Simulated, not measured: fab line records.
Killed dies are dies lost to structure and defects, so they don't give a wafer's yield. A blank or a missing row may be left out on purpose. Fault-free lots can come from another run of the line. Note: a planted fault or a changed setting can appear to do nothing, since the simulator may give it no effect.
The same fault as seen by 2 desks / flow gf180mcu / numbers are kept per desk, each desk with only its own; the story behind them comes last

== THE METROLOGY DESK ==
Means of the sampled wafers that have a number, per lot and without regard to the tool the lot ran on: this is what the gauges read. The brackets show how far a lot's mean lies from the usual mean; more than 4 standard deviations puts the lot out of limits, marked OUT.
Columns: A = cd nm at GF_V1_CD_MEAS_14, usual 259.9 nm; B = V1_OVL at GF_V1_OVL_MEAS_15, usual -2 nm
lot=L699; first seen here=day 18 04:26; A=257.9; B=-8
lot=L704; first seen here=day 20 13:35; A=262.0; B=5
lot=L712; first seen here=day 23 05:23; A=260.0; B=-4
lot=L713; first seen here=day 23 15:59; A=260.3; B=-2
lot=L714; first seen here=day 24 01:20; A=259.6; B=0
lot=L715; first seen here=day 24 07:02; A=259.7; B=-7
lot=L716; first seen here=day 24 13:39; A=257.6; B=4
This desk's finding: nothing out of limits on any of the 7 lots.

== FOR THE TOOL OWNER'S DESK: pvd sputter-02 ==
The tool's own readings at GF_V1_SPUTTER_22 (material TiN, target thk 10 nm, time 40 s): means of the sampled wafers that have a number, for each lot that ran on this tool. The brackets show how far a lot's mean lies from the usual mean; more than 4 standard deviations puts the lot out of limits, marked OUT.
Columns: A = cathode dc power W at GF_V1_SPUTTER_22, usual 4000.1 W; B = throttle valve pct at GF_V1_SPUTTER_22, usual 30.0 %
lot=L699; first seen here=day 18 05:20; A=4000.1; B=29.8
lot=L713; first seen here=day 23 16:57; A=4000.0; B=29.5
lot=L714; first seen here=day 24 02:13; A=4000.3; B=30.0
lot=L715; first seen here=day 24 07:53; A=4000.7; B=29.2
This desk's finding: nothing out of limits on any of the 4 lots.

== ALL TOGETHER ==
At the metrology desk, nothing out of limits was observed.
The tool owner's desk saw nothing out of limits.

== WHAT WAS PUT IN BY THE SIMULATOR ==
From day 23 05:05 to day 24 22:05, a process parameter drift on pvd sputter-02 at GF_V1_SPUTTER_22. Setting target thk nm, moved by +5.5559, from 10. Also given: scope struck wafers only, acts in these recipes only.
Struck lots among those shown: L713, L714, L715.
